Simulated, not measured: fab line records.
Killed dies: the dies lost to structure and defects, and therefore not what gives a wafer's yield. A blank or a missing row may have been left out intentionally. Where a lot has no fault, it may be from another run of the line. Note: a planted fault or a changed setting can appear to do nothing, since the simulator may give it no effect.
A lot that was struck, set against a sound lot :: flow sky130 :: 30 out of 708 route steps
Sound: the wafers L283.1, L283.4, L283.5. Wafers struck: L291.3, L291.5, L291.6. The cause comes at the end.
Each step with rows lists, per side, the tool, then ch with its chambers, then its first start. Under that, the readings that differ: sound wafers :: struck wafers :: difference of the means :: sigmas: that difference in standard deviations of wafers without a fault.
alike: readings whose means differ by less than 2 such deviations, and words and numbers that are the same on both sides. not compared: withheld readings, readings that some wafer has no value for, bounds like >300 that may hide the same value, and numbers for which the record gives no deviation and whose values overlap.
Wherever a step has rows on one side only, a row that says differs or no value, or a row with sigmas, the two part there. When numbers do not overlap yet have no deviation, they are printed without sigmas and do not part them. Lack of a reading on every wafer of one side parts them only where that side has two or more wafers.

first, 5 steps without rows for these wafers: SKY_SONOS_ONO_COAT_08 (resist thk 1140 nm); SKY_SONOS_ONO_SOFTBAKE_09 (time 60 s); SKY_SONOS_ONO_EXPOSE_10 (exposes mask ONOM, target cd 410 nm); SKY_SONOS_ONO_PEB_11; SKY_SONOS_ONO_DEVELOP_12 (develop time 60 s).
SKY_SONOS_ONO_CD_MEAS_13 targets a cd of 410 nm.
  struck on cd-sem-02, day 17 14:51; sound on cd-sem-01, day 14 14:52
  alike: cd-nm
SKY_SONOS_ONO_OVL_MEAS_14:
  struck on overlay-01, day 17 14:56; sound on overlay-02, day 14 14:59
  alike: SONOS_ONO_OVL
SKY_SONOS_ONO_ETCH_15: etches the open film in CHF3/O2, target depth 19.52 nm, time 7.8 s.
  sound on rie-diel-04 ch 0,2, day 14 15:01; struck on rie-diel-02 ch 0,3, day 17 14:58
  alike: drypump-motor-current-A, oes-product-au, rf-fwd-power-W, throttle-valve-pct
  not compared: rf-hours-counter-h
then, 1 step without rows for these wafers: SKY_SONOS_ONO_WET_ETCH_16 (etches SiO2 in dHF, target depth 14 nm, time 280 s).
SKY_SONOS_ONO_STRIP_17: strips in O2/N2.
  sound on plasma-asher-04 ch 0,1, day 14 15:08; struck on plasma-asher-04 ch 0,1, day 17 15:07
  alike: drypump-motor-current-A, oes-product-au, strip-time-to-endpoint-s
  not compared: rf-hours-counter-h
then, 2 steps without rows for these wafers: SKY_SONOS_ONO_WET_ETCH_18 (etches Si3N4 in H3PO4, target depth 15 nm, time 172 s); SKY_GATE_OXIDE_CLEAN_00 (cleans in SC1/SC2, time 150 s).
SKY_GATE_OXIDE_OXIDATION_01: stabilise 600 s, purge 300 s, target thk 10.268 nm.
  sound on furnace-02 ch 0, day 14 16:06; struck on furnace-01 ch 0, day 17 16:44
reading: spike-tc-bottom-C (C)
sound: 917.6 917.2 917.6
struck: 895.9 896.9 896.5
difference: -21.0
sigmas: -18

reading: spike-tc-centre-C (C)
sound: 898.6 900.6 900.5
struck: 881.4 883.5 881.3
difference: -17.8
sigmas: -14

reading: spike-tc-lower-C (C)
sound: 899.1 900.4 899.1
struck: 879.6 881.9 881.0
difference: -18.7
sigmas: -17

reading: spike-tc-top-C (C)
sound: 911.4 909.1 910.9
struck: 896.0 893.0 894.2
difference: -16.1
sigmas: -6

reading: spike-tc-upper-C (C)
sound: 899.7 899.2 900.1
struck: 880.6 880.2 881.0
difference: -19.1
sigmas: -19

reading: tube-center-temp-C (C)
sound: 900.07 900.00 899.83
struck: 879.96 879.80 879.79
difference: -20.12
sigmas: -99 or more

reading: tube_center_temp_C_max
sound: 902.4 902.7 901.8
struck: 882.3 882.5 881.9
difference: -20.1
sigmas: -54

reading: zone-power-lower-pct (%)
sound: 16.84 16.97 17.48
struck: 16.45 16.47 16.33
difference: -0.68
sigmas: -4

reading: model.SiO2_of_GATE_OXIDE_OXIDATION_01.thk-nm (nm)
sound: 10.21 10.18 10.35
struck: 8.246 8.133 8.066
difference: -2.098
sigmas: 
  alike: zone-power-upper-pct
SKY_GATE_OXIDE_THK_MEAS_02:
  struck on film-metro-04, day 17 18:10; sound on film-metro-01, day 14 17:31
reading: GATE_OXIDE_OXIDATION_00_THK (nm)
sound: 10.22 10.24 10.39
struck: 8.29 8.16 8.06
difference: -2.11
sigmas: -11
then, 7 steps without rows for these wafers: SKY_GATE_OXIDE_DEHYDRATE_03 (time 60 s); SKY_GATE_OXIDE_HMDS_04 (prime time 60 s); SKY_GATE_OXIDE_COAT_05 (resist thk 1140 nm); SKY_GATE_OXIDE_SOFTBAKE_06 (time 60 s); SKY_GATE_OXIDE_EXPOSE_07 (exposes mask LVOM, target cd 600 nm); SKY_GATE_OXIDE_PEB_08; SKY_GATE_OXIDE_DEVELOP_09 (develop time 60 s).
SKY_GATE_OXIDE_OVL_MEAS_10:
  struck on overlay-01, day 19 00:10; sound on overlay-01, day 15 20:41
  alike: GATE_OXIDE_OVL
then, 2 steps without rows for these wafers: SKY_GATE_OXIDE_IMPLANT_11; SKY_GATE_OXIDE_WET_ETCH_12 (etches SiO2 in dHF, target depth 16.8 nm, time 336 s).
SKY_GATE_OXIDE_STRIP_13: strips in O2/N2.
  sound on plasma-asher-04 ch 0,1, day 15 20:59; struck on plasma-asher-01 ch 0,1, day 19 00:29
  alike: drypump-motor-current-A, oes-product-au, strip-time-to-endpoint-s
  not compared: rf-hours-counter-h
SKY_GATE_OXIDE_TW_MEAS_14:
  struck on film-metro-01, day 19 00:34; sound on film-metro-04, day 15 21:05
reading: GATE_OXIDE_TW
sound: 219.8 219.7 219.3
struck: 225.5 226.0 225.6
difference: +6.1
sigmas: +2
then, 1 step without rows for these wafers: SKY_GATE_OXIDE_CLEAN_15 (cleans in SC1/SC2, time 150 s).
SKY_GATE_OXIDE_OXIDATION_16: stabilise 600 s, purge 300 s, target thk 3.57 nm.
  sound on furnace-02 ch 0, day 15 22:25; struck on furnace-01 ch 0, day 19 00:40
reading: zone-power-upper-pct (%)
sound: 13.4 13.4 13.4
struck: 16.7 16.9 16.5
difference: +3.3
sigmas: +2

reading: model.SiO2_of_GATE_OXIDE_OXIDATION_01.thk-nm (nm)
sound: 11.59 11.56 11.7
struck: 9.802 9.729 9.654
difference: -1.888
sigmas: 
  alike: spike-tc-bottom-C, spike-tc-centre-C, spike-tc-lower-C, spike-tc-top-C, spike-tc-upper-C, tube-center-temp-C, tube_center_temp_C_max, zone-power-lower-pct
then, 1 step without rows for these wafers: SKY_POLY_GATE_CVD_00 (deposits poly-Si, target thk 180 nm, time 720 s).
-- the record jumps here: 31 days lie between the struck wafers' starts before and after (it left off in module POLY_GATE and takes up again in module PAD_OPEN, whose first step shown is number 708 of the route) --
SKY_PAD_OPEN_PROBE_99:
  struck on prober-01, day 50 02:34; sound on prober-01, day 47 07:58
reading: model.etest.nfet_16v.r-on-ohm-um
sound: 1.408e+04 1.406e+04 1.413e+04
struck: 1.305e+04 1.302e+04
difference: -1.055e+03
sigmas: 

reading: model.etest.pfet-g5v0d10v5.r-on-ohm-um
sound: 4766 4706 4690
struck: 4304 4274
difference: -432
sigmas: 

reading: model.etest.tip-sonos.rs-ohm-sq
sound: 2696 2703 2776
struck: 2304 2310
difference: -418
sigmas: 

reading: model.etest.nfet-g5v0d10v5.r-on-ohm-um
sound: 1870 1832 1836
struck: 1685 1697
difference: -155
sigmas: 

reading: model.etest.nfet-g5v0d10v5.drive-ua-um
sound: 611.6 620.2 611.1
struck: 718 726.3
difference: +108
sigmas: 

reading: model.etest.nfet_05v0_nvt.drive-ua-um
sound: 582.7 591 579.2
struck: 670.2 677.4
difference: +89.5
sigmas: 

reading: model.etest.pfet-g5v0d10v5.drive-ua-um
sound: 340.6 345.5 346.9
struck: 397.9 394.8
difference: +52.0
sigmas: 

reading: model.etest.nfet_16v.drive-ua-um
sound: 223 223.4 224.4
struck: 263.7 265.4
difference: +40.9
sigmas: 

== WHERE THEY PART ==
First at SKY_GATE_OXIDE_OXIDATION_01; last, within this record, at SKY_GATE_OXIDE_OXIDATION_16.

WHY: whatever the simulator had introduced
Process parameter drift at SKY_GATE_OXIDE_OXIDATION_01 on furnace-01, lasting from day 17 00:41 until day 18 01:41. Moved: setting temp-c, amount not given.
